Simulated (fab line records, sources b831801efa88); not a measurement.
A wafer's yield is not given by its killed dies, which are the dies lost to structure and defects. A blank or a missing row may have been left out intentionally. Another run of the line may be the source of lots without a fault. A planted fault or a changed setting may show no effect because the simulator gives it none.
Matching of chambers | flow gf180mcu | GF_V2_CMP_04 on cmp-01 has 4 sister chambers
The step polishes SiO2. 18 wafers are shown with their chamber, then 9 later ones without.

## WAFERS, EACH WITH ITS CHAMBER
wafer  | chamber | motorCurrentA (A) | timeToEndpointS (s) | retainingRingPressureFrac
L373.1 | 0       | 12.5              | 76                  | 1.013
L373.2 | 2       | 13.8              | 72                  | 1.004
L373.3 | 1       | 10.9              | 77                  | 0.995
L374.2 | 1       | 10.6              | 89                  | 1.000
L374.3 | 3       | 10.6              | 88                  | 0.991
L374.5 | 0       | 13.7              | 94                  | 0.997
L378.1 | 2       | 13.7              | 71                  | 0.995
L378.4 | 3       | 11.2              | 77                  | 0.999
L378.5 | 1       | 10.4              | 83                  | 1.003
L385.2 | 0       | 12.7              | 85                  | 1.005
L385.3 | 2       | 14.3              | 86                  | 1.001
L385.6 | 3       | 10.4              | 88                  | 0.997
L386.1 | 1       | 10.7              | 82                  | 0.996
L386.2 | 0       | 12.3              | 83                  | 0.990
L386.3 | 2       | 14.4              | 81                  | 1.004
L389.1 | 3       | 10.6              | 79                  | 0.998
L389.2 | 0       | 12.5              | 80                  | 0.992
L389.3 | 1       | 10.9              | 78                  | 1.005

SIGNATURES (averages over the wafers above)
reading                   | chamber 0 | chamber 1 | chamber 2 | chamber 3 | scatter within a chamber
motorCurrentA             | 12.740    | 10.700    | 14.050    | 10.700    | 0.391
timeToEndpointS           | 83.60     | 81.80     | 77.50     | 83.00     | 6.16
retainingRingPressureFrac | 0.99940   | 0.99980   | 1.00100   | 0.99625   | 0.00617
Rule: a wafer's distance from a chamber is the root of the sum, over the readings, of the square of ((its reading less the chamber's mean) divided by the reading's scatter). The wafer belongs to the nearest chamber; if the next one is less than 2 further off, it can't be placed. The scatter: take each reading less its chamber's mean, square it, sum over the shown wafers, divide by the number of wafers less the number of chambers, and take the root.

## WAFERS MISSING THEIR CHAMBER
wafer  | motorCurrentA (A) | timeToEndpointS (s) | retainingRingPressureFrac
L390.4 | 10.7              | 83                  | 0.995
L390.5 | 13.9              | 80                  | 1.001
L390.6 | 11.0              | 79                  | 0.999
L391.3 | 10.3              | 78                  | 1.001
L391.5 | 10.9              | 85                  | 1.001
L391.6 | 13.2              | 88                  | 1.001
L394.1 | 12.5              | 85                  | 1.004
L394.2 | 11.1              | 83                  | 1.011
L394.5 | 10.8              | 94                  | 0.995

## CHAMBER TAKEN BY EACH
wafer  | from the rows above     | in truth
L390.4 | can't be placed: 3 or 1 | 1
L390.5 | 2                       | 2
L390.6 | can't be placed: 1 or 3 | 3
L391.3 | can't be placed: 1 or 3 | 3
L391.5 | can't be placed: 1 or 3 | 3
L391.6 | can't be placed: 0 or 2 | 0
L394.1 | 0                       | 0
L394.2 | can't be placed: 1 or 3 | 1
L394.5 | can't be placed: 3 or 1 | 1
2 of 9 placed correctly. Cannot be placed on the basis of these rows: 7; the candidates contain the true chamber in 7. Placed wrongly: 0.
